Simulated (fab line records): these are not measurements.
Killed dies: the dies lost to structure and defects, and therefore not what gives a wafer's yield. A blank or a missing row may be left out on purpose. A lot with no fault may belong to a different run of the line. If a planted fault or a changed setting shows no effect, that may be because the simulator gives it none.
Problem report, 8D (eight disciplines) form, completed by code / flow sky130 / the parts of the form that need people (team, actions taken, sign-off) are left out

1. WHAT IS WRONG
At SKY_PAD_OPEN_PROBE_99, killed_at_M0_to_M3 averages 89 over 7 wafers from 3 lots, while fault-free wafers read 45, standard deviation 6.9. Relative to the usual mean, that is a shift of +6.3 standard deviations.
First observed at day 49 13:53: wafer L732.1, on prober-01. The record has a number at this step for 9 wafers belonging to 3 lots. Rule for "out", or "out of limits": more than 4 standard deviations from the usual mean. Any other wafer with a number is counted as sound.

2. WHAT IT IS AND WHAT IT IS NOT
question=which readings at this step | is=killed_at_M0_to_M3 | is not=killed-at-contacts, killed-at-front-end, killed-at-other, killed-open, sort_bin_6_memory
question=which lots | is=L732, L734, L735 | is not=-
question=which wafers of those lots | is=L732.1, L734.2, L734.4, L734.5, L735.2, L735.4, L735.6 | is not=L732.2, L732.5
question=read on which tools | is=prober-01, prober-02 | is not=-
question=when | is=from day 49 13:53 | is not=up to then (0 sound wafers); but 2 sound wafers of L732 came after

3. SUSPECTS, AND WHAT RULES EACH OUT
Counting: if a tool at a process step up to the reading ran every lot that is out, it stays a suspect. Sound lots after the first of them don't rule it out here, since some wafers of a struck lot are sound.
- plasma-asher-01 at SKY_METAL2_STRIP_20 (strips in O2/N2): kept. It ran every lot that is out, first L732 (day 40 03:20).
- Within plasma-asher-01 at SKY_METAL2_STRIP_20, the wafers that are out were processed in chamber 1 and their sound lot-mates in chamber 0.
The count leaves plasma-asher-01 at SKY_METAL2_STRIP_20.

4. THE CAUSE (what the simulator had put in)
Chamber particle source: plasma-asher-01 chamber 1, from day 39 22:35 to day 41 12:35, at SKY_METAL2_STRIP_20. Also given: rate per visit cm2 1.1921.
The count eliminated every tool but this one.

5. THE CHAIN OF EFFECTS, in route order
Each row: a reading whose mean over the struck wafers that have a number lies more than 3 standard deviations from the usual. Only readings for which the record gives a usual standard deviation are gone through. hours: the time from each lot's start at the first step in this table that gives one to its start at this step, as a median over the lots. sigmas: the change in usual standard deviations.
hours=0; step=SKY_PAD_OPEN_PROBE_99; reading=defect-limited-yield; usual=82.0 %; on struck wafers=73.6; change=-8.4; sigmas=-4.4
hours=0; step=SKY_PAD_OPEN_PROBE_99; reading=killed_at_M0_to_M3; usual=45; on struck wafers=89; change=+44; sigmas=+6.3
hours=0; step=SKY_PAD_OPEN_PROBE_99; reading=killed-dies; usual=89; on struck wafers=130; change=+41; sigmas=+4.3
hours=0; step=SKY_PAD_OPEN_PROBE_99; reading=sort_bin_3_pad_short; usual=0.9 %; on struck wafers=3.3; change=+2.4; sigmas=+5.5
hours=0; step=SKY_PAD_OPEN_PROBE_99; reading=sort_bin_5_function; usual=10.7 %; on struck wafers=17.0; change=+6.3; sigmas=+4.5
hours=0; step=SKY_PAD_OPEN_PROBE_99; reading=sort-n-pass; usual=403; on struck wafers=362; change=-41; sigmas=-4.3
hours=0; step=SKY_PAD_OPEN_PROBE_99; reading=sort-yield-pct; usual=82.0 %; on struck wafers=73.6; change=-8.4; sigmas=-4.4
Its process steps:
- SKY_PAD_OPEN_PROBE_99

6. HOW IT WOULD HAVE BEEN CAUGHT EARLIER
The fault began at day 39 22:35; the first out-of-limits reading in this record came at day 49 13:53, 231 hours later.
Of the tool readings at SKY_METAL2_STRIP_20 for which the record gives a usual standard deviation, none was out on any struck wafer, so an alarm limit of 4 standard deviations on them would not have fired.
Lots out: 3; all had begun SKY_METAL2_STRIP_20 on plasma-asher-01 by day 49 13:53. Had the tool been put on hold then, not one of them would have been saved.
